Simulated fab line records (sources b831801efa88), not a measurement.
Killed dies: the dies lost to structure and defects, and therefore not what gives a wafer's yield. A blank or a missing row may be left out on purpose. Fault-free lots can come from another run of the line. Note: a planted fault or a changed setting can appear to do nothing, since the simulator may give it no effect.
fab line records	flow sky130
[record] lots = 6	wafers = 18	last_day = 50
route steps=708 shown PWDE@53 NWELL@56 PAD_OPEN@708
lots with no fault: from the same line, run without faults
start_h: hours from the record's first day to the start of the lot's first wafer shown	wait_h: time in hours since the lot's previous step	" same as the row above	L1.1+2: several wafers, shown together as one row	- no value, or no start was given	* or withheld: withheld	< > ~ a bound
route shown NAME@n: a module of which the file shows steps, and the number in the route of the first	usual: mean/standard deviation of fault-free wafers	same: alike in all rows	chamber/n: place in a boat	sites: readings site by site	_std_site: standard deviation of those values	_edge_site: mean of outer sites minus mean of inner sites	radius_mm: for every site, how far away it sits from the centre of the wafer	mask NAME#n: copy n	behind: the tool/chamber that last shaped the wafer	hold: why the lot went on hold/how many hours it stayed there/how the hold came to an end	device: transistor that didn't switch, given as n, p or np	end of line: tests of these same wafers at the route's end	for a step that has no rows: nothing shown but its recipe	killed: dies lost to structure and defects at the first sort, not the wafer's yield	map: per-die view of a wafer (x killed, . not killed, _ where there is no die)
set.NAME: the setting the step ran with; set.NAME@STEP: the setting that earlier step ran with	model.NAME: the simulator's own value behind a step, which no gauge read
a table for each step, a row for each wafer; lots at some steps of the route
services: the hour from which a tool's chamber was out of use, counted from the record's first day as start_h (under 0 if before that day), plus the number of hours and why
[[steps]]
[step SKY_PWDE_IMPLANT_08]
[recipe] species = B	energy_kev = 150	dose_cm2 = 3.6e+12	tilt_deg = withheld
[step SKY_PWDE_STRIP_09]
[recipe] chemistry = O2/N2	power_w = 1400	pressure_mtorr = 1500	platen_temp_c = withheld	o2_flow_sccm = 3000	n2_flow_sccm = 300	overash_fraction = 0.5
[usual] drypump_motor_current_A = 5.6/0.35	oes_product_au = 0.722/0.0047	strip_time_to_endpoint_s = 36.96/0.11
lot.wafer	tool	chamber	start_h	wait_h	drypump_motor_current_A	oes_product_au	rf_hours_counter_h	strip_time_to_endpoint_s
L910.2	plasma_asher-02	1	81.11	0.1	6.1	0.731	40	37.14
L910.4	"	0	"	"	5.7	0.723	-	36.97
L910.5	"	0	"	"	5.7	0.728	-	37.05
L914.3	plasma_asher-03	1	99.06	0.1	5.4	0.715	-	36.99
L914.4	"	0	"	"	5.8	0.722	-	36.95
L914.6	"	0	"	"	5.8	0.720	-	36.91
L916.2	plasma_asher-02	1	109.15	0.1	6.1	0.722	43	36.78
L916.3	"	0	"	"	5.7	0.731	-	36.73
L916.4	"	1	"	"	6.1	0.727	-	36.84
L927.1	plasma_asher-02	1	173.20	0.1	6.2	0.723	50	37.03
L927.2	"	0	"	"	5.7	0.722	50	36.98
L927.6	"	0	"	"	5.7	0.728	-	37.05
L929.1	plasma_asher-02	1	187.13	0.1	6.1	0.718	51	36.99
L929.4	"	1	"	"	6.1	0.719	-	37.06
L929.5	"	0	"	"	5.7	0.728	-	37.12
L930.1	plasma_asher-03	1	192.85	0.1	5.4	0.720	7	37.14
L930.2	"	0	"	"	5.8	0.723	7	37.13
L930.3	"	0	"	"	5.8	0.728	-	37.04
[step SKY_PWDE_TW_MEAS_10]
[usual] PWDE_TW = 376/3.4
lot.wafer	tool	chamber	start_h	wait_h	PWDE_TW
L910.2	film_metro-01	-	81.22	0.1	380
L910.4	"	-	"	"	382
L910.5	"	-	"	"	384
L914.3	film_metro-03	-	99.15	0.1	372
L914.4	"	-	"	"	371
L914.6	"	-	"	"	371
L916.2	film_metro-01	-	109.26	0.1	378
L916.3	"	-	"	"	380
L916.4	"	-	"	"	380
L927.1	film_metro-03	-	173.30	0.1	376
L927.2	"	-	"	"	376
L927.6	"	-	"	"	375
L929.1	film_metro-03	-	187.23	0.1	373
L929.4	"	-	"	"	373
L929.5	"	-	"	"	372
L930.1	film_metro-03	-	192.95	0.1	373
L930.2	"	-	"	"	374
L930.3	"	-	"	"	375
[step SKY_NWELL_DEHYDRATE_03]
[recipe] temp_c = 200	time_s = 60
[step SKY_NWELL_HMDS_04]
[recipe] prime_time_s = 60	prime_temp_c = 120
[step SKY_NWELL_COAT_05]
[recipe] spin_rpm = 2000	resist_thk_nm = 3000
[step SKY_NWELL_SOFTBAKE_06]
[recipe] temp_c = 110	time_s = withheld
[step SKY_NWELL_EXPOSE_07]
[recipe] mask_id = NWM	na = 0.6	source_shape = conventional	sigma_outer = 0.6	polarization = unpolarized	target_cd_nm = 840	dose_mj = 255
[step SKY_NWELL_PEB_08]
[recipe] temp_c = 115	time_s = withheld
[step SKY_NWELL_DEVELOP_09]
[recipe] wall_angle_deg = 90	developer = TMAH	develop_time_s = 61.01	dev_temp_c = 23
[step SKY_NWELL_OVL_MEAS_10]
[usual] NWELL_00_OVL = 1.5/1.2
lot.wafer	tool	chamber	start_h	wait_h	NWELL_00_OVL[nm]
L910.2	overlay-01	-	98.42	-	1.7
L910.4	"	-	"	"	1.0
L910.5	"	-	"	"	0.3
L914.3	overlay-02	-	116.87	-	3.9
L914.4	"	-	"	"	2.1
L914.6	"	-	"	"	2.9
L916.2	overlay-02	-	127.62	-	0.5
L916.3	"	-	"	"	0.6
L916.4	"	-	"	"	1.1
L927.1	overlay-02	-	194.56	-	1.4
L927.2	"	-	"	"	1.0
L927.6	"	-	"	"	-0.3
L929.1	overlay-01	-	208.79	-	1.5
L929.4	"	-	"	"	-0.1
L929.5	"	-	"	"	0.3
L930.1	overlay-02	-	215.06	-	1.1
L930.2	"	-	"	"	0.6
L930.3	"	-	"	"	0.7
[step SKY_NWELL_IMPLANT_11]
[recipe] species = P	energy_kev = 400	dose_cm2 = 1.9e+13	tilt_deg = withheld
[step SKY_NWELL_IMPLANT_12]
[recipe] species = P	energy_kev = 120	dose_cm2 = 1.3e+12	tilt_deg = withheld
[usual] beam_energy_keV = 120.00/0.041
lot.wafer	tool	chamber	start_h	wait_h	beam_energy_keV	model.implant.rp_nm
L910.2	implanter-02	0	98.62	0.1	119.99	150.4
L910.4	"	0	"	"	120.00	150.4
L910.5	"	0	"	"	120.05	150.4
L914.3	implanter-02	0	117.10	0.1	130.49	164
L914.4	"	0	"	"	130.55	164
L914.6	"	0	"	"	130.48	164
L916.2	implanter-02	0	127.82	0.1	130.46	157.3
L916.3	"	0	"	"	130.44	157.3
L916.4	"	0	"	"	130.47	157.3
L927.1	implanter-04	0	194.75	0.1	119.99	150
L927.2	"	0	"	"	119.99	150
L927.6	"	0	"	"	119.98	150
L929.1	implanter-04	0	208.98	0.1	120.02	149.2
L929.4	"	0	"	"	119.98	149.2
L929.5	"	0	"	"	119.97	149.2
L930.1	implanter-02	0	215.25	0.1	119.97	141.1
L930.2	"	0	"	"	119.98	141.1
L930.3	"	0	"	"	119.97	141.1
[step SKY_NWELL_IMPLANT_13]
[recipe] species = P	energy_kev = 50	dose_cm2 = 7e+11	tilt_deg = withheld
[step SKY_PAD_OPEN_PROBE_99]
[usual] killed_at_M0_to_M3 = 43/7.7	killed_at_M4_up = 3.0/1.7	killed_at_contacts = 24/5.2	killed_at_front_end = 15/4.5	killed_at_other = 0.3/0.5	killed_dies = 85/9.5	killed_open = 47/6.6	killed_short = 38/6.6
[same] gross_dies = 492	killed_at_back_side = 0
lot.wafer	tool	chamber	start_h	wait_h	killed_at_M0_to_M3	killed_at_M4_up	killed_at_contacts	killed_at_front_end	killed_at_other	killed_dies	killed_open	killed_short	model.etest.pfet_g5v0d10v5.off_log10_a_um	model.etest.pfet_01v8_lvt.off_log10_a_um	model.etest.pfet_g5v0d10v5.vt_sat_v	model.etest.pfet_16v.vt_v	model.etest.pfet_g5v0d10v5.vt_v	model.etest.pfet_g5v0d10v5.vt_long_v	model.etest.pfet_01v8_lvt.vt_sat_v	model.etest.pfet_01v8_lvt.vt_v
L910.2	prober-01	-	1102.26	0.1	43	2	21	14	1	81	43	38	-12.72	-9.078	-0.6674	-1.099	-0.8615	-0.9283	-0.4641	-0.5528
L910.4	prober-01	-	1102.36	0.2	43	2	26	12	0	83	49	34	-12.6	-9.184	-0.6462	-1.094	-0.8399	-0.9235	-0.4659	-0.5533
L910.5	prober-01	-	1102.41	0.2	42	1	23	8	0	74	41	33	-12.4	-9.183	-0.6226	-1.104	-0.8179	-0.9308	-0.468	-0.5554
L914.3	prober-01	-	1111.49	0.2	34	5	24	20	1	84	48	36	-12.2	-8.363	-0.5976	-1.052	-0.7946	-0.8831	-0.4092	-0.5101
L914.4	prober-01	-	1111.54	0.2	39	1	27	19	0	86	49	37	-11.89	-8.357	-0.5748	-1.062	-0.7785	-0.8969	-0.4089	-0.5075
L914.6	prober-01	-	1111.64	0.2	40	4	27	22	0	93	57	36	-12.08	-8.423	-0.5882	-1.054	-0.7843	-0.8881	-0.4083	-0.5071
L916.2	prober-01	-	1122.58	0.1	52	1	25	10	1	89	46	43	-12.38	-8.922	-0.6341	-1.089	-0.8276	-0.9179	-0.4523	-0.5454
L916.3	prober-01	-	1122.63	0.2	54	0	30	8	1	93	46	47	-12.59	-8.937	-0.6348	-1.084	-0.8285	-0.9171	-0.4506	-0.5416
L916.4	prober-01	-	1122.68	0.2	44	1	26	8	1	80	48	32	-12.63	-8.803	-0.6355	-1.085	-0.8327	-0.9136	-0.4521	-0.5441
L927.1	prober-01	-	1176.29	0.1	64	4	24	14	0	106	59	47	-12.55	-9.269	-0.6261	-1.091	-0.8247	-0.9238	-0.4722	-0.5619
L927.2	prober-01	-	1176.34	0.1	41	5	35	16	0	97	50	47	-12.68	-9.207	-0.6422	-1.093	-0.8409	-0.9254	-0.4647	-0.5543
L927.6	prober-01	-	1176.54	0.2	42	1	7	20	0	70	37	33	-12.6	-9.304	-0.6354	-1.092	-0.8356	-0.9239	-0.4713	-0.5603
L929.1	prober-02	-	1188.21	0.1	45	3	24	16	1	89	56	33	-12.39	-9.096	-0.6206	-1.099	-0.822	-0.9325	-0.4653	-0.5577
L929.4	prober-02	-	1188.36	0.2	56	4	29	20	0	109	63	46	-12.22	-9.132	-0.5989	-1.093	-0.7989	-0.9223	-0.4609	-0.5493
L929.5	prober-02	-	1188.41	0.2	67	2	20	13	1	103	60	43	-12.68	-9.155	-0.6428	-1.103	-0.8387	-0.9307	-0.4607	-0.5536
L930.1	prober-01	-	1193.04	0.1	38	6	26	15	0	85	42	43	-13	-9.475	-0.6909	-1.146	-0.8734	-0.971	-0.4865	-0.5749
L930.2	prober-01	-	1193.09	0.1	27	1	26	6	0	60	44	16	-12.99	-9.397	-0.6679	-1.154	-0.8529	-0.9718	-0.4841	-0.5748
L930.3	prober-01	-	1193.14	0.2	38	4	23	10	0	75	42	33	-13.01	-9.3	-0.6939	-1.147	-0.8769	-0.9658	-0.48	-0.5697
// killed by level:class
L910.2 CONTACT:geometric_particle:open=8 VIA2:geometric_particle:open=7 METAL2:geometric_particle:short=6 METAL3:geometric_particle:short=6 VIA1:geometric_particle:open=6 FIELD_ISO:geometric_particle:open=5 METAL1:geometric_particle:short=5 VIA3:geometric_particle:open=5
L910.4 CONTACT:geometric_particle:open=9 LI_CONTACT:geometric_particle:open=8 VIA1:geometric_particle:open=8 METAL2:geometric_particle:short=7 VIA2:geometric_particle:open=7 VIA3:geometric_particle:open=7 FIELD_ISO:geometric_particle:short=4 FIELD_ISO:geometric_particle:open=3
L910.5 CONTACT:geometric_particle:open=9 VIA1:geometric_particle:open=7 METAL1:geometric_particle:short=7 LOCAL_INTERCONNECT:geometric_particle:short=6 METAL2:geometric_particle:short=6 VIA2:geometric_particle:open=6 VIA1:geometric_particle:short=5 LI_CONTACT:geometric_particle:open=4
L914.3 VIA1:geometric_particle:open=12 CONTACT:geometric_particle:open=9 LI_CONTACT:geometric_particle:open=7 VIA2:geometric_particle:open=6 POLY_GATE:geometric_particle:open=5 FIELD_ISO:geometric_particle:short=4 POLY_GATE:geometric_particle:short=4 METAL2:geometric_particle:short=4
L914.4 LI_CONTACT:geometric_particle:open=13 VIA2:geometric_particle:open=11 FIELD_ISO:geometric_particle:short=7 CONTACT:geometric_particle:open=6 METAL1:geometric_particle:short=5 LOCAL_INTERCONNECT:geometric_particle:short=5 VIA1:geometric_particle:open=4 VIA3:geometric_particle:short=4
L914.6 LI_CONTACT:geometric_particle:open=10 VIA3:geometric_particle:open=10 VIA2:geometric_particle:open=9 FIELD_ISO:geometric_particle:open=7 VIA1:geometric_particle:open=7 CONTACT:geometric_particle:open=6 LI_CONTACT:geometric_particle:short=4 CONTACT:geometric_particle:short=4
L916.2 VIA1:geometric_particle:open=13 VIA1:geometric_particle:short=11 METAL2:geometric_particle:short=9 LI_CONTACT:geometric_particle:open=8 CONTACT:geometric_particle:open=5 CONTACT:geometric_particle:short=5 METAL1:geometric_particle:short=5 VIA3:geometric_particle:open=5
L916.3 VIA1:geometric_particle:open=13 CONTACT:geometric_particle:open=10 METAL2:geometric_particle:short=8 LI_CONTACT:geometric_particle:open=6 CONTACT:geometric_particle:short=6 METAL1:geometric_particle:short=6 VIA2:geometric_particle:open=6 FIELD_ISO:geometric_particle:open=5
L916.4 VIA1:geometric_particle:open=12 LI_CONTACT:geometric_particle:open=9 METAL2:geometric_particle:short=8 CONTACT:geometric_particle:open=7 METAL1:geometric_particle:short=5 LI_CONTACT:geometric_particle:short=4 METAL1:geometric_particle:open=4 VIA2:geometric_particle:open=4
L927.1 VIA1:geometric_particle:open=18 VIA3:geometric_particle:open=10 VIA2:geometric_particle:open=9 METAL1:geometric_particle:short=8 CONTACT:geometric_particle:open=6 CONTACT:geometric_particle:short=6 VIA1:geometric_particle:short=6 LI_CONTACT:geometric_particle:open=5
L927.2 CONTACT:geometric_particle:open=13 METAL1:geometric_particle:short=8 CONTACT:geometric_particle:short=8 METAL2:geometric_particle:short=7 VIA1:geometric_particle:open=7 POLY_GATE:geometric_particle:open=6 VIA2:geometric_particle:open=6 POLY_GATE:geometric_particle:short=5
L927.6 VIA1:geometric_particle:open=15 FIELD_ISO:geometric_particle:short=8 FIELD_ISO:geometric_particle:open=7 METAL2:geometric_particle:short=6 VIA2:geometric_particle:open=6 VIA1:geometric_particle:short=3 METAL1:geometric_particle:short=3 VIA2:geometric_particle:short=3
L929.1 VIA1:geometric_particle:open=11 VIA2:geometric_particle:open=10 CONTACT:geometric_particle:short=9 FIELD_ISO:geometric_particle:open=8 CONTACT:geometric_particle:open=8 LI_CONTACT:geometric_particle:open=5 VIA3:geometric_particle:open=5 FIELD_ISO:geometric_particle:short=4
L929.4 VIA1:geometric_particle:open=16 LI_CONTACT:geometric_particle:open=11 METAL2:geometric_particle:short=11 CONTACT:geometric_particle:open=10 FIELD_ISO:geometric_particle:open=7 METAL1:geometric_particle:short=7 VIA3:geometric_particle:open=7 FIELD_ISO:geometric_particle:short=5
L929.5 VIA1:geometric_particle:open=17 VIA2:geometric_particle:open=12 METAL2:geometric_particle:short=8 METAL1:geometric_particle:short=7 VIA1:geometric_particle:short=7 VIA3:geometric_particle:open=7 LI_CONTACT:geometric_particle:open=5 CONTACT:geometric_particle:open=5
L930.1 CONTACT:geometric_particle:open=11 VIA1:geometric_particle:open=9 METAL2:geometric_particle:short=7 LI_CONTACT:geometric_particle:open=6 FIELD_ISO:geometric_particle:open=5 VIA3:geometric_particle:open=5 METAL4:geometric_particle:short=5 METAL1:geometric_particle:short=4
L930.2 CONTACT:geometric_particle:open=11 LI_CONTACT:geometric_particle:open=9 VIA3:geometric_particle:open=8 VIA1:geometric_particle:open=6 LI_CONTACT:geometric_particle:short=4 VIA2:geometric_particle:short=4 POLY_GATE:geometric_particle:open=3 METAL3:geometric_particle:short=3
L930.3 VIA3:geometric_particle:open=10 VIA1:geometric_particle:open=7 LOCAL_INTERCONNECT:geometric_particle:short=6 METAL2:geometric_particle:short=6 LI_CONTACT:geometric_particle:open=5 CONTACT:geometric_particle:open=5 VIA1:geometric_particle:short=4 VIA2:geometric_particle:open=4
[[services]]
tool	chamber	start_h	hours	kind
implanter-04	-	60.24	1.3	repair
implanter-04	-	77.57	3.0	pm
plasma_asher-03	-	108.75	9.0	pm
plasma_asher-03	0	108.75	9.0	vent_cycle
plasma_asher-03	1	108.75	9.0	vent_cycle
plasma_asher-03	0	117.75	-	clean
plasma_asher-03	1	117.75	-	clean
implanter-04	-	188.22	2.3	repair
plasma_asher-03	-	194.28	5.4	repair
[[key]]
[first_sign] step = SKY_NWELL_IMPLANT_12	reading = beam_energy_keV	direction = up	sigmas = 99+	usual = *	struck = *
effect none on later readings
[model_effect] step = SKY_NWELL_IMPLANT_12	value = implant.rp_nm	without = 147.2	struck = 160.7
[model_effect] step = SKY_PAD_OPEN_PROBE_99	value = etest.pfet_g5v0d10v5.off_log10_a_um	without = -12.8	struck = -12.29
met_at SKY_NWELL_IMPLANT_12
struck_wafers L914.3,L914.4,L914.6,L916.2,L916.3,L916.4
tester_left_out L914,L916
onset_between 98.62 117.10
[fault] kind = process_parameter_drift	tool = implanter-02	chamber = -	onset_h = 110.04	steps = SKY_NWELL_IMPLANT_12	channel = energy_kev	offset = *	shape = step	end_h = 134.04	acts_in = *	stated = *
// tester_left_out: of these lots the tester's yield and bins aren't shown, on N5 and GAA mostly nor the transistor test; their killed dies are dies lost to structure and defects alone, not to doping, threshold or leakage, so they don't give the yield
